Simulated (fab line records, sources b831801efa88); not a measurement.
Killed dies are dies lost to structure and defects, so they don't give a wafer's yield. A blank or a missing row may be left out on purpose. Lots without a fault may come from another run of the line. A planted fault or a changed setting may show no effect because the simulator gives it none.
Which tool did it? | flow sky130 | 11 lots, 33 wafers sampled, at 4 steps of a route of 708

WHAT THE GAUGES READ, wafer by wafer
SKY_VIA1_RS_MEAS_22: measures by four-point-probe.
lot  | measured     | on            | VIA1_W_RS (ohm/sq)
L442 | day 34 04:57 | film_metro-04 | 0.437 0.429 0.427
L444 | day 34 18:37 | film_metro-04 | 0.428 0.429 0.423
L447 | day 35 18:07 | film_metro-04 | 0.471 0.433 0.429
L448 | day 36 02:10 | film_metro-04 | 0.479 0.439 0.436
L457 | day 38 12:32 | film_metro-03 | 0.432 0.437 0.433
L458 | day 38 14:53 | film_metro-03 | 0.428 0.428 0.425
L459 | day 39 00:23 | film_metro-01 | 0.426 0.427 0.430
L460 | day 39 07:50 | film_metro-03 | 0.433 0.431 0.440
L462 | day 40 05:14 | film_metro-01 | 0.435 0.429 0.432
L463 | day 40 19:58 | film_metro-04 | 0.438 0.428 0.432
L464 | day 41 00:24 | film_metro-01 | 0.429 0.427 0.429

WHICH TOOL RAN EACH LOT (tool, then ch and the chambers of the sampled wafers, then the start)
lot  | SKY_METAL1_ETCH_18                | SKY_VIA1_ETCH_15                   | SKY_VIA1_CVD_21
L442 | rie_metal-02 ch 0,1, day 33 00:17 | rie_diel-04 ch 0,1,3, day 34 04:07 | cvd_w-01 ch 0,1, day 34 04:51
L444 | rie_metal-02 ch 0,1, day 33 13:50 | rie_diel-03 ch 1,2, day 34 17:47   | cvd_w-01 ch 0,1, day 34 18:31
L447 | rie_metal-01 ch 0,1, day 34 14:40 | rie_diel-03 ch 1,3, day 35 17:20   | cvd_w-01 ch 0,1, day 35 18:02
L448 | rie_metal-02 ch 0,1, day 34 21:11 | rie_diel-04 ch 0,1,2, day 36 01:20 | cvd_w-01 ch 0,1, day 36 02:04
L457 | rie_metal-01 ch 0,1, day 37 08:37 | rie_diel-03 ch 2,3, day 38 11:44   | cvd_w-01 ch 0,1, day 38 12:27
L458 | rie_metal-04 ch 0,1, day 37 11:34 | rie_diel-04 ch 0,2, day 38 14:05   | cvd_w-01 ch 0,1, day 38 14:47
L459 | rie_metal-02 ch 0,1, day 37 20:47 | rie_diel-02 ch 1,2, day 38 23:32   | cvd_w-02 ch 0,1, day 39 00:16
L460 | rie_metal-01 ch 0, day 38 04:31   | rie_diel-02 ch 2,3, day 39 06:55   | cvd_w-01 ch 0, day 39 07:45
L462 | rie_metal-01 ch 0,1, day 39 02:49 | rie_diel-02 ch 0,2,3, day 40 04:26 | cvd_w-01 ch 0,1, day 40 05:08
L463 | rie_metal-04 ch 0, day 39 17:28   | rie_diel-04 ch 0,3, day 40 19:10   | cvd_w-02 ch 0,1, day 40 19:52
L464 | rie_metal-02 ch 0,1, day 39 22:07 | rie_diel-03 ch 0,1,3, day 40 23:35 | cvd_w-01 ch 0,1, day 41 00:17
- SKY_METAL1_ETCH_18: etches BARC in N2/H2, stops on SiO2, time 45.9 s, target depth 60 nm.
- SKY_VIA1_ETCH_15: etches SiO2 in C4F8/O2/Ar, stops on TiN, target depth 351 nm, time 54 s.
- SKY_VIA1_CVD_21: deposits W, target thk 270 nm, time 80.902 s.

THE ANSWER, worked out from the rows above alone
Rule: what is usual is taken from the lots themselves. Put in order of their means at a reading, lots are off if they are a third of the lots or fewer, leave a main group of 4 or more, and stand apart from it by a gap of 3 or more times the standard deviation of the main group's means; of several such gaps the widest counts. A main group whose means are all the same, to the digits that the tables above print for the reading, isn't used. A lot without any number at a reading at which 4 lots or more have one is off too. The other lots that the step has rows for count as sound.
Off: L447, L448, at SKY_VIA1_RS_MEAS_22 (VIA1_W_RS). The main group: mean 0.430 ohm/sq, standard deviation 0.0029.
A tool fits if, at a process step before that reading, it ran every lot that is off, and no sound lot after the first of them. The gauges at SKY_VIA1_RS_MEAS_22 are tried like those tools. None of those tried fits.

WHAT THE SIMULATOR HAD PUT IN
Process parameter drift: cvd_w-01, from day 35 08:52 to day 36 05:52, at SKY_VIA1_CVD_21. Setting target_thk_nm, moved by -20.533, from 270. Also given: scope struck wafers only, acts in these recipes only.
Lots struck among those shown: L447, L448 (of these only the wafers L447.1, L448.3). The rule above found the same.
